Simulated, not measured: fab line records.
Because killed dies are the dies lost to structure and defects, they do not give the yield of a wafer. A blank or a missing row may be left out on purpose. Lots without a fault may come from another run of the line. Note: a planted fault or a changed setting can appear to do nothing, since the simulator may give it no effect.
2 desks looking at one fault    flow sky130    what lay behind the numbers comes last; until then each desk has only its own

== THE TOOL OWNER'S DESK: rie_si-02 ==
The tool's own readings at SKY_FIELD_ISO_ETCH_17 (etches Si in HBr/Cl2/O2, target depth 342 nm, time 97.7 s): means of the sampled wafers that have a number, for each lot that ran on this tool. The brackets show how far a lot's mean lies from the usual mean; more than 4 standard deviations puts the lot out of limits, marked OUT.
Columns: A = O2_flow_sccm at SKY_FIELD_ISO_ETCH_17, usual 5.999 sccm; B = drypump_motor_current_A at SKY_FIELD_ISO_ETCH_17, usual 5.7 A; C = he_backside_leak_sccm at SKY_FIELD_ISO_ETCH_17, usual 2.60 sccm; D = oes_product_au at SKY_FIELD_ISO_ETCH_17, usual 1.003 a.u.; E = rf_fwd_power_W at SKY_FIELD_ISO_ETCH_17, usual 596.4 W; F = throttle_valve_pct at SKY_FIELD_ISO_ETCH_17, usual 25.654 %
lot   first seen here  A      B    C     D                 E                F
L222  day 2 07:20      5.999  5.4  2.57  1.001             599.7            25.657
L232  day 4 09:01      6.016  5.6  2.58  1.031 (+4.0) OUT  662.0 (+26) OUT  25.628
L234  day 4 18:35      6.016  5.4  2.67  1.014             629.3 (+13) OUT  25.641
Finding of this desk: L232, L234 out of limits; the first was L232 at day 4 09:01, on oes_product_au at SKY_FIELD_ISO_ETCH_17. In limits: L222.

== AT THE METROLOGY DESK ==
What the gauges read for every lot (on any tool): the sampled wafers with a number, averaged. The brackets show how far a lot's mean lies from the usual mean; more than 4 standard deviations puts the lot out of limits, marked OUT.
Columns: A = cd_nm at SKY_FIELD_ISO_CD_MEAS_13, usual 150.4 nm
lot   first seen here  A
L222  day 2 07:01      150.5
L232  day 4 08:42      149.9
L233  day 4 13:14      149.2
L234  day 4 18:16      150.2
L236  day 5 06:57      147.7
L238  day 5 17:28      148.8
This desk found nothing out of limits on any of the 6 lots.

== BROUGHT TOGETHER ==
The tool owner's desk had the chance to raise an alarm at day 4 09:01 on L232, L234.
From the metrology desk's view, nothing was out of limits.
The metrology desk holds a record of L232, L234, inside its limits.
All the named lots went through SKY_FIELD_ISO_ETCH_17 on rie_si-02.

== WHAT THE SIMULATOR HAD INSERTED ==
rie_si-02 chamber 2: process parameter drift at SKY_FIELD_ISO_ETCH_17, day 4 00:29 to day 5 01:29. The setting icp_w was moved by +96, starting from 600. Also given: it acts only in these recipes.
Lots struck among those shown: L232, L234.
Hours from the fault's start to each desk's first reading out of limits: the tool owner's desk, 9.
